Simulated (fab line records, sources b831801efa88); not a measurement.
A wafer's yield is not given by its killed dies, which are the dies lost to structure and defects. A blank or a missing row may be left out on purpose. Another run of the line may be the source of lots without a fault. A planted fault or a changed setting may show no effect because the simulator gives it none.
One fault through the eyes of 2 desks	flow gf180mcu	numbers are kept per desk, each desk with only its own; the story behind them comes last

## FOR THE TOOL OWNER'S DESK: pecvd-03
The tool's own readings at GF_SAB_CVD_00 (deposits SiO2 from TEOS, target thk 50 nm, time 4.9302 s): means of the sampled wafers that have a number, for each lot that ran on this tool. Marked OUT: a lot whose mean sits more than 4 standard deviations from the usual mean, which makes it out of limits; the brackets give that distance.
Columns: A = heaterPowerW at GF_SAB_CVD_00, usual 637 W
lot	first seen here	A
L721	day 15 16:36	648
L725	day 17 02:56	608
L735	day 20 15:26	596
L736	day 20 22:59	644
This desk found nothing out of limits on any of the 4 lots.

## THE METROLOGY DESK
Lot by lot, what the gauges showed, no matter which tool ran the lot: averages of those sampled wafers that carry a number. Marked OUT: a lot whose mean sits more than 4 standard deviations from the usual mean, which makes it out of limits; the brackets give that distance.
Columns: A = PSD_OVL at GF_PSD_OVL_MEAS_08, usual 0.0 nm; B = SAB_CVD_00_THK at GF_SAB_THK_MEAS_01, usual 50.1 nm
lot	first seen here	A	B
L718	day 14 16:37	-0.4	51.0
L721	day 15 15:53	-1.5	50.0
L722	day 15 20:23	1.5	50.2
L724	day 16 16:43	-0.2	50.5
L725	day 17 02:13	1.8	50.1
L726	day 17 06:10	0.5	51.2
L728	day 18 05:52	-2.2	50.7
L735	day 20 14:43	-0.9	54.9 (+6.9) OUT
L736	day 20 22:16	0.1	60.2 (+14) OUT
L737	day 21 11:41	0.3	49.7
L738	day 21 20:01	2.4	49.9
L739	day 22 08:08	-0.4	49.4
L740	day 22 17:14	1.4	49.9
This desk's finding: out of limits on L735, L736; first on L735, day 20 15:28 (SAB_CVD_00_THK at GF_SAB_THK_MEAS_01). In limits: L718, L721, L722, L724, L725, L726, L728, L737, L738, L739, L740.

## BROUGHT TOGETHER
Metrology desk: alarm possible at day 20 15:28 on L735, L736.
The tool owner's desk saw nothing out of limits.
The tool owner's desk has L735, L736 on record, within its limits.
Every lot named ran GF_SAB_CVD_00 on pecvd-03.

## WHAT HAD BEEN PUT IN BY THE SIMULATOR
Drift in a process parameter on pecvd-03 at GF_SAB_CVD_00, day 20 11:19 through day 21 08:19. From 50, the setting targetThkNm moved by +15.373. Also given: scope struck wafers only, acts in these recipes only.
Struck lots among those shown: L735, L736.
Hours from the fault's start to each desk's first reading out of limits: the metrology desk, 4.
